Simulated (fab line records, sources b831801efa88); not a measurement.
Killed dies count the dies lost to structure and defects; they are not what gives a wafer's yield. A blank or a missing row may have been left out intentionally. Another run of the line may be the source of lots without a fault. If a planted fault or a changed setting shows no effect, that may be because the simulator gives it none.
Which tool is to blame? + flow sky130 + 24 lots with 72 wafers sampled at 6 steps, on a route of 708 steps

## WHAT EACH GAUGE READ, for each wafer
SKY_FIELD_ISO_CD_MEAS_13: target cd 150 nm. Usual: 149.5 nm for cd-nm, sd 1.6.
| lot  | measured    | on        | cd-nm (nm)        | flag |
|------|-------------|-----------|-------------------|------|
| L074 | day 2 05:23 | cd-sem-01 | 149.4 148.9 149.9 |      |
| L075 | day 2 10:32 | cd-sem-02 | 151.2 149.8 150.8 |      |
| L076 | day 2 16:01 | cd-sem-02 | 150.5 149.5 151.0 |      |
| L077 | day 2 18:41 | cd-sem-02 | 150.6 150.1 150.8 |      |
| L078 | day 3 04:05 | cd-sem-01 | 151.7 149.7 149.5 |      |
| L079 | day 3 07:11 | cd-sem-02 | 148.3 149.2 148.5 |      |
| L080 | day 3 15:05 | cd-sem-02 | 150.5 150.2 150.7 |      |
| L081 | day 3 19:41 | cd-sem-01 | 148.7 149.2 148.8 |      |
| L083 | day 4 02:53 | cd-sem-02 | 148.6 147.4 147.4 |      |
| L082 | day 4 03:04 | cd-sem-01 | 146.4 146.1 146.4 |      |
| L084 | day 4 12:23 | cd-sem-02 | 154.0 152.4 151.8 |      |
| L085 | day 4 12:44 | cd-sem-01 | 148.5 150.3 148.5 |      |
| L086 | day 4 21:11 | cd-sem-02 | 149.4 150.7 150.1 |      |
| L087 | day 5 00:33 | cd-sem-02 | 151.1 152.5 152.9 |      |
| L088 | day 5 05:49 | cd-sem-01 | 149.8 148.7 149.0 |      |
| L089 | day 5 09:44 | cd-sem-02 | 148.9 147.3 148.8 |      |
| L090 | day 5 16:49 | cd-sem-01 | 148.8 150.4 149.9 |      |
| L091 | day 5 21:25 | cd-sem-02 | 149.2 149.5 149.4 |      |
| L092 | day 6 06:32 | cd-sem-01 | 150.0 150.5 150.7 |      |
| L093 | day 6 09:34 | cd-sem-01 | 150.2 149.4 150.4 |      |
| L094 | day 6 15:35 | cd-sem-01 | 150.2 149.0 148.8 |      |
| L095 | day 6 17:30 | cd-sem-01 | 147.4 148.6 147.1 |      |
| L096 | day 7 02:14 | cd-sem-01 | 151.1 150.5 151.7 |      |
| L097 | day 7 07:55 | cd-sem-02 | 147.6 146.7 148.0 |      |

SKY_LOCAL_INTERCONNECT_OVL_MEAS_12. Usual: LOCAL_INTERCONNECT_OVL 1 nm, standard deviation 6.
| lot  | measured     | on         | LOCAL_INTERCONNECT_OVL (nm) | flag |
|------|--------------|------------|-----------------------------|------|
| L074 | day 29 22:51 | overlay-02 | 4 -1 0                      |      |
| L075 | day 31 06:05 | overlay-01 | 5 2 7                       |      |
| L076 | day 31 20:47 | overlay-02 | -7 -6 -6                    |      |
| L077 | day 32 06:00 | overlay-02 | 3 -2 5                      |      |
| L078 | day 32 23:55 | overlay-02 | -9 0 -1                     |      |
| L079 | day 33 01:16 | overlay-02 | -1 12 6                     |      |
| L080 | day 33 04:31 | overlay-02 | -3 -2 0                     |      |
| L081 | day 33 03:28 | overlay-01 | 0 -8 4                      |      |
| L083 | day 33 05:01 | overlay-01 | -8 -4 -1                    |      |
| L082 | day 33 07:25 | overlay-01 | -4 -4 -4                    |      |
| L084 | day 33 20:31 | overlay-01 | 6 11 11                     |      |
| L085 | day 34 00:40 | overlay-01 | -10 -5 -8                   |      |
| L086 | day 34 09:19 | overlay-01 | 3 12 7                      |      |
| L087 | day 34 20:19 | overlay-01 | 5 2 5                       |      |
| L088 | day 35 04:34 | overlay-01 | 8 10 7                      |      |
| L089 | day 35 06:10 | overlay-01 | -1 -10 -5                   |      |
| L090 | day 35 10:26 | overlay-02 | 0 -13 -4                    |      |
| L091 | day 35 20:43 | overlay-02 | 6 4 2                       |      |
| L092 | day 36 18:53 | overlay-01 | 3 10 8                      |      |
| L093 | day 37 02:28 | overlay-02 | -2 -7 4                     |      |
| L094 | day 37 08:53 | overlay-02 | 6 4 4                       |      |
| L095 | day 37 06:34 | overlay-01 | 6 5 10                      |      |
| L096 | day 37 10:40 | overlay-02 | 8 8 8                       |      |
| L097 | day 38 00:13 | overlay-01 | 0 -6 0                      |      |

SKY_CAPM_THK_MEAS_01. Usual: CAPM_CVD_00_THK 15.47 nm, standard deviation 0.19.
| lot  | measured     | on            | CAPM_CVD_00_THK (nm) | flag |
|------|--------------|---------------|----------------------|------|
| L074 | day 35 22:51 | film-metro-04 | 15.31 15.52 15.72    |      |
| L075 | day 37 03:44 | film-metro-04 | 15.09 15.10 14.98    |      |
| L076 | day 37 17:48 | film-metro-04 | 15.55 15.60 15.61    |      |
| L077 | day 38 03:00 | film-metro-03 | 15.53 15.37 15.62    |      |
| L078 | day 38 17:57 | film-metro-04 | 15.44 15.62 15.28    |      |
| L079 | day 38 19:36 | film-metro-02 | 15.41 15.28 15.52    |      |
| L080 | day 38 22:14 | film-metro-02 | 15.40 15.07 15.43    |      |
| L081 | day 38 21:30 | film-metro-04 | 15.41 15.83 15.64    |      |
| L083 | day 39 00:05 | film-metro-04 | 15.30 15.43 15.40    |      |
| L082 | day 39 03:14 | film-metro-03 | 15.41 15.63 15.67    |      |
| L084 | day 39 18:11 | film-metro-02 | 15.40 15.56 15.50    |      |
| L085 | day 39 19:38 | film-metro-03 | 15.20 15.28 15.59    |      |
| L086 | day 40 01:06 | film-metro-02 | 15.51 15.53 15.75    |      |
| L087 | day 40 13:05 | film-metro-04 | 15.52 15.70 15.85    |      |
| L088 | day 40 20:56 | film-metro-04 | 15.37 15.34 15.56    |      |
| L089 | day 40 22:02 | film-metro-02 | 15.04 15.11 15.36    |      |
| L090 | day 41 02:01 | film-metro-04 | 15.59 15.75 15.62    |      |
| L091 | day 41 12:42 | film-metro-03 | 15.73 15.70 15.75    |      |
| L092 | day 42 07:37 | film-metro-04 | 15.26 15.49 15.51    |      |
| L093 | day 42 13:16 | film-metro-02 | 15.13 15.61 15.42    |      |
| L094 | day 42 21:59 | film-metro-04 | 15.27 15.37 15.52    |      |
| L095 | day 42 18:02 | film-metro-04 | 15.45 15.43 15.64    |      |
| L096 | day 42 22:57 | film-metro-04 | 15.38 15.48 15.44    |      |
| L097 | day 43 08:46 | film-metro-04 | 15.60 15.41 15.68    |      |

SKY_VIA3_RS_MEAS_22: uses a four-point probe to measure. Usual: VIA3_W_RS 0.292 ohm/sq, standard deviation 0.0035.
| lot  | measured     | on            | VIA3_W_RS (ohm/sq) | flag |
|------|--------------|---------------|--------------------|------|
| L074 | day 39 06:49 | film-metro-02 | 0.294 0.288 0.289  |      |
| L075 | day 40 09:30 | film-metro-01 | 0.295 0.296 0.297  |      |
| L076 | day 40 23:11 | film-metro-01 | 0.293 0.295 0.288  |      |
| L077 | day 41 06:36 | film-metro-01 | 0.296 0.295 0.296  |      |
| L078 | day 41 22:52 | film-metro-03 | 0.283 0.288 0.286  |      |
| L079 | day 41 23:55 | film-metro-03 | 0.296 0.300 0.297  |      |
| L080 | day 42 02:26 | film-metro-01 | 0.297 0.295 0.295  |      |
| L081 | day 42 01:29 | film-metro-02 | 0.292 0.289 0.290  |      |
| L083 | day 42 05:01 | film-metro-01 | 0.292 0.292 0.293  |      |
| L082 | day 42 07:17 | film-metro-02 | 0.288 0.288 0.293  |      |
| L084 | day 42 20:26 | film-metro-02 | 0.291 0.295 0.293  |      |
| L085 | day 43 00:08 | film-metro-01 | 0.294 0.298 0.295  |      |
| L086 | day 43 04:00 | film-metro-03 | 0.292 0.290 0.293  |      |
| L087 | day 43 15:19 | film-metro-01 | 0.297 0.288 0.293  |      |
| L088 | day 43 22:01 | film-metro-03 | 0.291 0.292 0.290  |      |
| L089 | day 43 23:02 | film-metro-01 | 0.296 0.295 0.293  |      |
| L090 | day 44 02:11 | film-metro-03 | 0.292 0.291 0.291  |      |
| L091 | day 44 12:03 | film-metro-01 | 0.289 0.292 0.289  |      |
| L092 | day 45 05:32 | film-metro-01 | 0.293 0.295 0.292  |      |
| L093 | day 45 09:59 | film-metro-02 | 0.291 0.294 0.292  |      |
| L094 | day 45 17:08 | film-metro-01 | 0.291 0.297 0.294  |      |
| L095 | day 45 15:16 | film-metro-01 | 0.288 0.287 0.284  |      |
| L096 | day 45 20:13 | film-metro-02 | 0.288 0.296 0.294  |      |
| L097 | day 46 04:38 | film-metro-03 | 0.293 0.292 0.287  |      |

## WHICH TOOL RAN EACH LOT (tool, then ch and the chambers of the sampled wafers, then the start)
| lot  | SKY_CONTACT_CVD_24            | SKY_METAL3_DESCUM_15              |
|------|-------------------------------|-----------------------------------|
| L074 | cvd-w-01 ch 0, day 31 04:12   | rie-metal-02 ch 0,1, day 38 02:50 |
| L075 | cvd-w-02 ch 0,1, day 32 10:49 | rie-metal-01 ch 0,1, day 39 06:23 |
| L076 | cvd-w-02 ch 0,1, day 33 01:53 | rie-metal-04 ch 0,1, day 39 20:51 |
| L077 | cvd-w-01 ch 0, day 33 10:23   | rie-metal-01 ch 0,1, day 40 03:11 |
| L078 | cvd-w-02 ch 0,1, day 34 03:22 | rie-metal-02 ch 0,1, day 40 20:16 |
| L079 | cvd-w-01 ch 0, day 34 06:37   | rie-metal-01 ch 0,1, day 40 21:19 |
| L080 | cvd-w-01 ch 0,1, day 34 09:23 | rie-metal-04 ch 0,1, day 41 00:03 |
| L081 | cvd-w-01 ch 0,1, day 34 07:52 | rie-metal-02 ch 1, day 40 22:59   |
| L083 | cvd-w-02 ch 0,1, day 34 09:47 | rie-metal-01 ch 0,1, day 41 02:24 |
| L082 | cvd-w-02 ch 0,1, day 34 12:22 | rie-metal-04 ch 0, day 41 05:02   |
| L084 | cvd-w-02 ch 0,1, day 35 01:52 | rie-metal-02 ch 0,1, day 41 18:39 |
| L085 | cvd-w-02 ch 0,1, day 35 05:02 | rie-metal-01 ch 0,1, day 41 20:53 |
| L086 | cvd-w-01 ch 0,1, day 35 13:16 | rie-metal-04 ch 0,1, day 42 02:03 |
| L087 | cvd-w-01 ch 0,1, day 36 00:43 | rie-metal-04 ch 0,1, day 42 13:53 |
| L088 | cvd-w-01 ch 0, day 36 09:19   | rie-metal-01 ch 0,1, day 42 20:39 |
| L089 | cvd-w-02 ch 0,1, day 36 10:41 | rie-metal-04 ch 0,1, day 42 21:50 |
| L090 | cvd-w-01 ch 0, day 36 14:44   | rie-metal-04 ch 0,1, day 43 01:15 |
| L091 | cvd-w-02 ch 1, day 37 02:10   | rie-metal-02 ch 0,1, day 43 11:15 |
| L092 | cvd-w-01 ch 0,1, day 37 22:37 | rie-metal-01 ch 0,1, day 44 05:42 |
| L093 | cvd-w-01 ch 1, day 38 05:59   | rie-metal-01 ch 0,1, day 44 10:17 |
| L094 | cvd-w-02 ch 0,1, day 38 12:05 | rie-metal-02 ch 0,1, day 44 17:23 |
| L095 | cvd-w-02 ch 0,1, day 38 10:02 | rie-metal-01 ch 1, day 44 14:56   |
| L096 | cvd-w-02 ch 0,1, day 38 14:27 | rie-metal-02 ch 0,1, day 44 20:21 |
| L097 | cvd-w-02 ch 0,1, day 39 03:25 | rie-metal-02 ch 0,1, day 45 04:56 |
- SKY_CONTACT_CVD_24: deposits W, target thk 340 nm, time 102.12 s.
- SKY_METAL3_DESCUM_15: chemistry O2, time 8 s.

## AS READ BY THE TOOLS THEMSELVES (means over the sampled wafers that have a number; for cases with no such wafer, the mark the record gives instead)
SKY_CONTACT_CVD_24. Usual: 889 W for heater-power-w, sd 100.
| lot  | tool     | heater-power-w (W) | flag |
|------|----------|--------------------|------|
| L074 | cvd-w-01 | 866                |      |
| L075 | cvd-w-02 | 962                |      |
| L076 | cvd-w-02 | 955                |      |
| L077 | cvd-w-01 | 869                |      |
| L078 | cvd-w-02 | 962                |      |
| L079 | cvd-w-01 | 870                |      |
| L080 | cvd-w-01 | 844                |      |
| L081 | cvd-w-01 | 852                |      |
| L083 | cvd-w-02 | 964                |      |
| L082 | cvd-w-02 | 857                |      |
| L084 | cvd-w-02 | 947                |      |
| L085 | cvd-w-02 | 870                |      |
| L086 | cvd-w-01 | 850                |      |
| L087 | cvd-w-01 | 852                |      |
| L088 | cvd-w-01 | 881                |      |
| L089 | cvd-w-02 | 964                |      |
| L090 | cvd-w-01 | 884                |      |
| L091 | cvd-w-02 | 785                |      |
| L092 | cvd-w-01 | 855                |      |
| L093 | cvd-w-01 | 828                |      |
| L094 | cvd-w-02 | 857                |      |
| L095 | cvd-w-02 | 890                |      |
| L096 | cvd-w-02 | 959                |      |
| L097 | cvd-w-02 | 880                |      |

SKY_METAL3_DESCUM_15. Usual: chamber-pressure-mTorr 10.001 mTorr, standard deviation 0.01; drypump-motor-current-A 5.9 A, standard deviation 0.42; he-backside-leak-sccm 3.30 sccm, standard deviation 0.19; oes-product-au 1.003 a.u., standard deviation 0.0082.
| lot  | tool         | chamber-pressure-mTorr (mTorr) | drypump-motor-current-A (A) | he-backside-leak-sccm (sccm) | oes-product-au (a.u.) | flag |
|------|--------------|--------------------------------|-----------------------------|------------------------------|-----------------------|------|
| L074 | rie-metal-02 | 10.002                         | 5.5                         | 3.21                         | 1.008                 |      |
| L075 | rie-metal-01 | 9.996                          | 6.4                         | 3.61                         | 1.002                 |      |
| L076 | rie-metal-04 | 9.997                          | 5.5                         | 3.13                         | 1.002                 |      |
| L077 | rie-metal-01 | 10.005                         | 6.4                         | 3.34                         | 1.004                 |      |
| L078 | rie-metal-02 | 9.996                          | 5.5                         | 3.08                         | 1.008                 |      |
| L079 | rie-metal-01 | 10.004                         | 6.4                         | 3.50                         | 1.000                 |      |
| L080 | rie-metal-04 | 10.012                         | 5.6                         | 3.24                         | 1.010                 |      |
| L081 | rie-metal-02 | 9.991                          | 5.7                         | 3.13                         | 0.999                 |      |
| L083 | rie-metal-01 | 10.004                         | 6.4                         | 3.26                         | 1.001                 |      |
| L082 | rie-metal-04 | 9.996                          | 5.6                         | 3.20                         | 1.010                 |      |
| L084 | rie-metal-02 | 9.994                          | 5.6                         | 3.12                         | 0.992                 |      |
| L085 | rie-metal-01 | 9.995                          | 6.4                         | 3.43                         | 0.999                 |      |
| L086 | rie-metal-04 | 9.994                          | 5.6                         | 3.41                         | 1.006                 |      |
| L087 | rie-metal-04 | 10.003                         | 5.6                         | 3.24                         | 1.007                 |      |
| L088 | rie-metal-01 | 10.004                         | 6.3                         | 3.46                         | 0.995                 |      |
| L089 | rie-metal-04 | 9.997                          | 5.6                         | 3.30                         | 1.001                 |      |
| L090 | rie-metal-04 | 10.006                         | 5.6                         | 3.24                         | 0.998                 |      |
| L091 | rie-metal-02 | 10.001                         | 5.5                         | 3.25                         | 1.003                 |      |
| L092 | rie-metal-01 | 10.000                         | 6.4                         | 3.48                         | 1.004                 |      |
| L093 | rie-metal-01 | 10.005                         | 6.4                         | 3.53                         | 1.010                 |      |
| L094 | rie-metal-02 | 10.007                         | 5.6                         | 3.17                         | 1.007                 |      |
| L095 | rie-metal-01 | 9.997                          | 6.5                         | 3.38                         | 1.000                 |      |
| L096 | rie-metal-02 | 10.014                         | 5.5                         | 3.15                         | 1.014                 |      |
| L097 | rie-metal-02 | 10.003                         | 5.6                         | 3.15                         | 1.001                 |      |

## THE ANSWER, worked out from the rows above alone
Rule: a lot is off if the mean of its wafers that have a number lies more than 3 standard deviations from the usual mean. Also off: a lot with no number at a reading for which 4 or more lots have one. Any other lot the step has rows for is counted as sound. After the gauges, taken in route order, come the tools' own readings; for these a lot's mean is taken, as printed above. The first step at which some lot is off is used, and at that step the reading that is off furthest; a lot without a number counts as furthest.
No lot is off on any of the readings shown, so nothing can be concluded from this.

## WHAT THE SIMULATOR PUT IN
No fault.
